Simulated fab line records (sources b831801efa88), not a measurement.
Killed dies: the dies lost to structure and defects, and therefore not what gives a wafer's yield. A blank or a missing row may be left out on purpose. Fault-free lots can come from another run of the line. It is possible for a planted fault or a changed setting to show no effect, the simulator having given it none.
Chamber matching -- flow gf180mcu -- GF_STI_CMP_25 on cmp-02 has 4 sister chambers
The step polishes, stops on Si3N4, t overpolish 33 s, target thk 524.6 nm. 4 wafers are shown with their chamber, then 7 later ones without.

== WAFERS, EACH WITH ITS CHAMBER ==
wafer,chamber,motor-current-A (A)
L262.1,1,13.1
L262.3,0,12.4
L264.1,3,15.2
L264.4,2,12.3

== WAFERS WHOSE CHAMBER IS MISSING ==
wafer,motor-current-A (A)
L264.5,15.1
L266.1,12.7
L266.3,12.1
L266.6,14.9
L268.1,11.7
L268.2,12.8
L268.4,13.1

== WHICH CHAMBER EACH WENT THROUGH ==
wafer,from the rows above,in truth
L264.5,3,3
L266.1,can't be placed: 0 or 2 or 1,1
L266.3,can't be placed: 2 or 0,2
L266.6,3,3
L268.1,can't be placed: 2 or 0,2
L268.2,can't be placed: 1 or 0 or 2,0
L268.4,1,1
Correct placement for 3 of the 7. From these rows, 4 cannot be placed; in 4 the true chamber is one of the candidates. 0 placed wrongly.
How it was worked out, from the rows above alone: a wafer's distance from a chamber is the root of the sum, over the readings, of the square of ((its reading less the chamber's mean) divided by the reading's scatter). If the next closest chamber is less than 2 further off than the closest, the wafer can't be placed; otherwise it belongs to the closest. The mean given for a chamber averages the wafers shown for that chamber. The scatter: root of mean squared gap, hidden wafer to nearest shown wafer, with one shown wafer a chamber.
